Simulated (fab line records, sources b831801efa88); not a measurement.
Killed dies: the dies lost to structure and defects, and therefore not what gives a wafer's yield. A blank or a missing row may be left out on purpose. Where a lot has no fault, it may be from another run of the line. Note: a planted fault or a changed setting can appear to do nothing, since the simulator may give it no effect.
Which of the tools did it? -- flow sky130 -- 14 lots, 42 wafers sampled, at 3 steps of a route of 708

## WHAT THE GAUGES SHOWED, per wafer
SKY_LI_CONTACT_RS_MEAS_22: uses a four-point probe to measure. Usual: for LI_CONTACT_W_RS the level is 0.2836 ohm/sq and the standard deviation is 0.0027.
lot,measured,on,LI_CONTACT_W_RS (ohm/sq),flag
L616,day 30 16:11,filmMetro-03,0.2795 0.2823 0.2841,
L618,day 31 00:51,filmMetro-01,0.2871 0.2889 0.2859,
L619,day 31 10:38,filmMetro-02,0.2817 0.2844 0.2852,
L620,day 31 15:55,filmMetro-01,0.2857 0.2862 0.2868,
L621,day 31 20:22,filmMetro-01,0.2819 0.2845 0.2678 0.2821 0.2846 0.2683,
L624,day 32 19:47,filmMetro-01,0.2816 0.2822 0.2696 0.2818 0.2828 0.2693,
L630,day 34 22:16,filmMetro-03,0.2834 0.2829 0.2826,
L632,day 35 10:16,filmMetro-02,0.2797 0.2789 0.2806,
L633,day 35 16:11,filmMetro-03,0.2891 0.2880 0.2853,
L634,day 36 04:36,filmMetro-02,0.2823 0.2839 0.2836,
L635,day 36 06:38,filmMetro-01,0.2850 0.2827 0.2859,
L636,day 36 15:48,filmMetro-01,0.2832 0.2793 0.2811,
L637,day 36 21:41,filmMetro-01,0.2846 0.2828 0.2857,
L638,day 37 08:09,filmMetro-03,0.2851 0.2828 0.2813,

SKY_LI_CONTACT_THK_MEAS_23: measures by xrf. Usual: for LI_CONTACT_W_THK the level is 425 nm and the standard deviation is 5.2.
lot,measured,on,LI_CONTACT_W_THK (nm),flag
L616,day 30 16:18,filmMetro-03,438 429 426,
L618,day 31 00:57,filmMetro-01,418 420 422,
L619,day 31 10:45,filmMetro-02,432 430 432,
L620,day 31 16:02,filmMetro-01,420 422 420,
L621,day 31 23:52,filmMetro-01,429 426 457 421 417 445,
L624,day 33 02:44,filmMetro-01,430 428 453 428 430 448,
L630,day 34 22:23,filmMetro-03,431 432 434,
L632,day 35 10:23,filmMetro-02,432 429 429,
L633,day 35 16:18,filmMetro-03,421 420 424,
L634,day 36 04:43,filmMetro-02,425 426 426,
L635,day 36 06:44,filmMetro-01,423 428 426,
L636,day 36 15:55,filmMetro-01,428 434 431,
L637,day 36 21:47,filmMetro-01,425 425 422,
L638,day 37 08:16,filmMetro-03,429 429 437,

## WHICH TOOL RAN EACH LOT (tool, then ch and the chambers of the sampled wafers, then the start)
lot,SKY_LI_CONTACT_CVD_21
L616,"cvdW-02 ch 1, day 30 16:04"
L618,"cvdW-01 ch 0,1, day 31 00:43"
L619,"cvdW-01 ch 1, day 31 10:31"
L620,"cvdW-01 ch 0,1, day 31 15:47"
L621,"cvdW-01 ch 0,1, day 31 20:15"
L624,"cvdW-01 ch 0,1, day 32 19:40"
L630,"cvdW-02 ch 0,1, day 34 22:08"
L632,"cvdW-02 ch 0,1, day 35 10:08"
L633,"cvdW-01 ch 0,1, day 35 16:04"
L634,"cvdW-02 ch 0,1, day 36 04:28"
L635,"cvdW-01 ch 0,1, day 36 06:29"
L636,"cvdW-01 ch 0,1, day 36 15:40"
L637,"cvdW-01 ch 0,1, day 36 21:33"
L638,"cvdW-02 ch 0,1, day 37 08:02"
- SKY_LI_CONTACT_CVD_21: deposits W, target thk 400 nm, time 120.56 s.

## AS READ BY THE TOOLS THEMSELVES (means over the sampled wafers that have a number; for cases with no such wafer, the mark the record gives instead)
SKY_LI_CONTACT_CVD_21. Usual: chamberPressureTorr 40.01 Torr, standard deviation 0.094; heaterPowerW 896 W, standard deviation 90.
lot,tool,chamberPressureTorr (Torr),heaterPowerW (W),flag
L616,cvdW-02,39.98,1048,
L618,cvdW-01,40.06,874,
L619,cvdW-01,40.00,885,
L620,cvdW-01,39.98,839,
L621,cvdW-01,39.99,872,
L624,cvdW-01,40.19,831,
L630,cvdW-02,40.04,892,
L632,cvdW-02,40.02,970,
L633,cvdW-01,40.03,871,
L634,cvdW-02,40.01,987,
L635,cvdW-01,39.99,857,
L636,cvdW-01,40.09,838,
L637,cvdW-01,40.08,870,
L638,cvdW-02,39.99,911,

## THE ANSWER, worked out from the rows above alone
Rule: lot off if the mean of its wafers having a number is beyond 3 standard deviations from the usual mean. A lot without any number at a reading at which 4 lots or more have one is off too. All remaining lots with rows at the step are treated as sound. First the gauges in route order, then the tools' own readings, where a lot's mean is used as printed above. At the first step where some lot is off, the reading lying furthest off is the one used; lots without a number count as furthest.
No lot is off at any reading shown: from this, nothing can be told.

## WHAT WAS PUT IN BY THE SIMULATOR
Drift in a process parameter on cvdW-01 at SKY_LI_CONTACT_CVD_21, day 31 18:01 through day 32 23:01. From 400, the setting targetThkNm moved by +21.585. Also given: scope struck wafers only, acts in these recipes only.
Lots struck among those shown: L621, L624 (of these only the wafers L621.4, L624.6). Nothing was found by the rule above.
